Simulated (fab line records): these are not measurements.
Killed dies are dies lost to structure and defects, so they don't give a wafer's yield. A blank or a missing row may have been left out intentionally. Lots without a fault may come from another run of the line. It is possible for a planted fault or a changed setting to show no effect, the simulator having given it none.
2 desks looking at one fault + flow sky130 + only its own numbers are on each desk; what lay behind them is given at the end

AT THE TOOL OWNER'S DESK: litho track-01
The tool's own readings at SKY_VIA2_DEVELOP_11 (develop time 60 s): means of the sampled wafers that have a number, for each lot that ran on this tool. If a lot's mean is further than 4 standard deviations from the usual mean, the lot is out of limits and carries the mark OUT (the distance appears in the brackets).
Columns: A = resist line temp C at SKY_VIA2_DEVELOP_11, usual 23.01 C
| lot  | first seen here | A     |
|------|-----------------|-------|
| L593 | day 37 07:00    | 23.05 |
| L598 | day 39 01:00    | 23.11 |
| L600 | day 39 08:00    | 23.10 |
| L601 | day 39 18:00    | 22.96 |
| L606 | day 41 07:00    | 22.92 |
| L607 | day 41 13:00    | 23.09 |
This desk's verdict: no lot among the 6 shows anything out of limits.

THE METROLOGY DESK
What the gauges read, lot by lot, whatever tool the lot ran on: means of the sampled wafers that have a number. If a lot's mean is further than 4 standard deviations from the usual mean, the lot is out of limits and carries the mark OUT (the distance appears in the brackets).
Columns: A = cd nm at SKY_VIA2_CD_MEAS_12, usual 200.3 nm
| lot  | first seen here | A     |
|------|-----------------|-------|
| L590 | day 36 05:56    | 199.8 |
| L591 | day 36 21:04    | 200.6 |
| L593 | day 37 07:16    | 200.3 |
| L596 | day 38 10:05    | 200.5 |
| L597 | day 38 14:59    | 200.5 |
| L598 | day 39 01:49    | 200.7 |
| L600 | day 39 08:59    | 201.2 |
| L601 | day 39 18:35    | 201.9 |
| L602 | day 39 22:18    | 201.1 |
| L606 | day 41 07:23    | 197.9 |
| L607 | day 41 13:49    | 195.8 |
| L610 | day 42 08:44    | 200.9 |
| L611 | day 42 16:56    | 196.9 |
| L613 | day 43 00:56    | 200.4 |
This desk's verdict: no lot among the 14 shows anything out of limits.

TAKEN TOGETHER
Nothing out of limits was seen by the tool owner's desk.
Metrology desk: nothing out of limits seen.

WHAT THE SIMULATOR PUT IN
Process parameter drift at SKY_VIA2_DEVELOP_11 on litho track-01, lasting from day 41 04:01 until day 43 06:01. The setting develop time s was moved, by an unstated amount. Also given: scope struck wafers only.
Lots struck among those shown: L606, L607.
